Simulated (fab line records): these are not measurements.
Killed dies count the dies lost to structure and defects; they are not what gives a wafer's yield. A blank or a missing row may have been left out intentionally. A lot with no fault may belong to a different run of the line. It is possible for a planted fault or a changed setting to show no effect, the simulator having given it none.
A struck lot beside a sound one    flow sky130    15 out of 708 route steps
Sound: the wafers L442.3, L442.5, L442.6. Wafers struck: L446.2, L446.3, L446.4. At the end, the cause is stated.
Each step with rows lists, per side, the tool, then ch with its chambers, then its first start. Under that, the readings that differ: sound wafers    struck wafers    difference of the means    sigmas: that difference in standard deviations of wafers without a fault.
alike: readings with means less than 2 such deviations apart, plus words and numbers identical on both sides. not compared: withheld readings, readings lacking a value on some wafer, bounds such as >300 that could conceal the same value, and numbers that have no deviation in the record and whose values overlap.
The two part at a step that has a row with sigmas, a row that says differs or no value, or rows on one side only. Numbers that have no deviation but don't overlap get no sigmas and don't part them. Lack of a reading on every wafer of one side parts them only where that side has two or more wafers.

first, 5 steps without rows for these wafers: SKY_LDD_N_COAT_02 (resist thk 300 nm); SKY_LDD_N_SOFTBAKE_03 (time 60 s); SKY_LDD_N_EXPOSE_04 (exposes mask NTM, target cd 840 nm); SKY_LDD_N_PEB_05; SKY_LDD_N_DEVELOP_06 (develop time 58.15 s).
SKY_LDD_N_OVL_MEAS_07:
  sound: overlay-02 at day 19 17:39; struck: overlay-02 at day 20 16:10
  alike: LDD_N_OVL
then, 6 steps without rows for these wafers: SKY_LDD_N_IMPLANT_08; SKY_LDD_N_IMPLANT_09; SKY_LDD_N_IMPLANT_10; SKY_LDD_N_IMPLANT_11; SKY_LDD_N_IMPLANT_12; SKY_LDD_N_IMPLANT_13.
SKY_LDD_N_IMPLANT_14:
  sound on implanter-04 ch 0, day 19 20:26; struck on implanter-04 ch 0, day 20 17:07
reading             sound                          struck                        difference  sigmas
dose_ions_cm2       4.997e+12 4.992e+12 4.993e+12  3.17e+12 3.175e+12 3.167e+12  -1.82e+12   -99 or more
faraday_current_uA  27.6 27.6 27.8                 18.1 18.2 17.6                -9.7        -17
next, for these wafers, 1 step has no rows: SKY_LDD_N_IMPLANT_15.
-- here the record skips 27 days between the struck wafers' starts before and after, leaving off in module LDD_N and picking up in module PAD_OPEN (first step shown: number 708 of the route) --
SKY_PAD_OPEN_PROBE_99:
  sound: prober-02 at day 47 07:10; struck: prober-01 at day 47 18:35
reading                                     sound                 struck                difference  sigmas
killed_at_M4_up                             7 4 3                 1 0 1                 -4          -2
model.etest.nfet_01v8_swapped.vt_sat_v (V)  0.6338 0.6362 0.6332  0.6126 0.6147 0.6141  -0.0206     
model.etest.nfet_01v8_lvt.vt_v (V)          0.5939 0.5947 0.5961  0.5877 0.5925 0.589   -0.0052     
  alike: killed_at_M0_to_M3, killed_at_contacts, killed_at_front_end, killed_at_other, killed_dies, killed_open, killed_short

WHERE THEY PART
First at SKY_LDD_N_IMPLANT_14; last, within this record, at SKY_PAD_OPEN_PROBE_99.

WHY: whatever the simulator had introduced
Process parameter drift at SKY_LDD_N_IMPLANT_14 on implanter-04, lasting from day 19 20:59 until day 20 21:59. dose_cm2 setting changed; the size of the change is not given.
